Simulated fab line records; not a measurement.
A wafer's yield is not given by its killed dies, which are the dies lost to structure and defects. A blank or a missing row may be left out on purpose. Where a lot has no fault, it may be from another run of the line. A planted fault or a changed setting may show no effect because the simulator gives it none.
Struck lot and sound lot, side by side || flow gf180mcu || 23 steps out of a route of 602
Sound: these wafers, L405.1, L405.4, L405.6. The struck wafers were L417.2, L417.3, L417.6. The cause is given at the end.
Order at every step that has rows: each side's tool, ch and its chambers, its first start. Under that, the readings that differ: sound wafers || struck wafers || difference of the means || sigmas: that difference in standard deviations of wafers without a fault.
alike: same words and numbers on both sides, and readings whose means sit less than 2 such deviations apart. not compared: any withheld reading, any reading some wafer has no value for, any bound like >300 that may hide the same value, and any number with overlapping values for which the record gives no deviation.
Wherever a step has rows on one side only, a row that says differs or no value, or a row with sigmas, the two part there. When numbers do not overlap yet have no deviation, they are printed without sigmas and do not part them. A reading that every wafer of one side lacks parts them only if that side has two wafers or more.

first, 5 steps without rows for these wafers: GF_MVSD_COAT_02 (resist thk 3000 nm); GF_MVSD_SOFTBAKE_03; GF_MVSD_EXPOSE_04 (exposes mask MVSD, target cd 1000 nm); GF_MVSD_PEB_05; GF_MVSD_DEVELOP_06 (develop time 60 s).
GF_MVSD_OVL_MEAS_07:
  struck on overlay-02, day 8 01:32; sound on overlay-02, day 5 02:53
  alike: MVSD_OVL
then, 2 steps without rows for these wafers: GF_MVSD_IMPLANT_08; GF_MVSD_IMPLANT_09.
GF_MVSD_STRIP_10: strips in O2/N2.
  sound on plasma asher-04 ch 0,1, day 5 03:13; struck on plasma asher-03 ch 0,1, day 8 01:52
{"reading": "strip time to endpoint s (s)", "sound": "37.14 37.09 37.17", "struck": "36.84 36.96 36.79", "difference": -0.27, "sigmas": -3}
  alike: drypump motor current A, heater power w, oes product au
  not compared: rf hours counter h
GF_MVSD_TW_MEAS_11:
  struck on film metro-01, day 8 01:59; sound on film metro-03, day 5 03:19
  alike: MVSD_TW
then, 2 steps without rows for these wafers: GF_MVPSD_DEHYDRATE_00 (time 60 s); GF_MVPSD_HMDS_01 (prime time 60 s).
GF_MVPSD_COAT_02: resist thk 3000 nm.
  sound on litho track-04 ch 0, day 5 10:00; struck on litho track-03 ch 0, day 8 10:28
{"reading": "dispense pressure kPa (kPa)", "sound": "53.6 53.6 53.7", "struck": "48.6 48.6 48.6", "difference": -5.0, "sigmas": -2}
{"reading": "model.coat_of_MVPSD_COAT_02.thk nm (nm)", "sound": "3003 2995 3007", "struck": "2797 2800 2803", "difference": -202, "sigmas": ""}
then, 3 steps without rows for these wafers: GF_MVPSD_SOFTBAKE_03; GF_MVPSD_EXPOSE_04 (exposes mask MVPSD, target cd 1000 nm); GF_MVPSD_PEB_05.
GF_MVPSD_DEVELOP_06: develop time 60 s.
  sound on litho track-04 ch 0; struck on litho track-03 ch 0
{"reading": "model.coat_of_MVPSD_COAT_02.thk nm (nm)", "sound": "3002 2994 3006", "struck": "2796 2799 2802", "difference": -202, "sigmas": ""}
GF_MVPSD_OVL_MEAS_07:
  struck on overlay-01, day 8 18:09; sound on overlay-02, day 5 17:27
  alike: MVPSD_OVL
then, 2 steps without rows for these wafers: GF_MVPSD_IMPLANT_08; GF_MVPSD_IMPLANT_09.
GF_MVPSD_STRIP_10: strips in O2/N2.
  sound on plasma asher-03 ch 0,1, day 5 17:49; struck on plasma asher-01 ch 0,1, day 8 18:29
{"reading": "drypump motor current A (A)", "sound": "6.5 6.3 6.5", "struck": "5.5 5.0 5.5", "difference": -1.1, "sigmas": -2}
{"reading": "strip time to endpoint s (s)", "sound": "37.00 36.89 37.04", "struck": "34.63 34.66 34.68", "difference": -2.32, "sigmas": -26}
  alike: heater power w, oes product au
  not compared: rf hours counter h
GF_MVPSD_TW_MEAS_11:
  struck on film metro-02, day 8 18:35; sound on film metro-02, day 5 17:55
  alike: MVPSD_TW
-- the record jumps here: 25 days lie between the struck wafers' starts before and after (it left off in module MVPSD and takes up again in module PASSIVATION, whose first step shown is number 602 of the route) --
GF_PASSIVATION_PROBE_99:
  only the struck wafers here have rows in the record (prober-01, day 33 07:24); the sound ones have none

== WHERE THEY PART ==
First at GF_MVSD_STRIP_10; last, within this record, at GF_PASSIVATION_PROBE_99.

WHY: what had been put in by the simulator
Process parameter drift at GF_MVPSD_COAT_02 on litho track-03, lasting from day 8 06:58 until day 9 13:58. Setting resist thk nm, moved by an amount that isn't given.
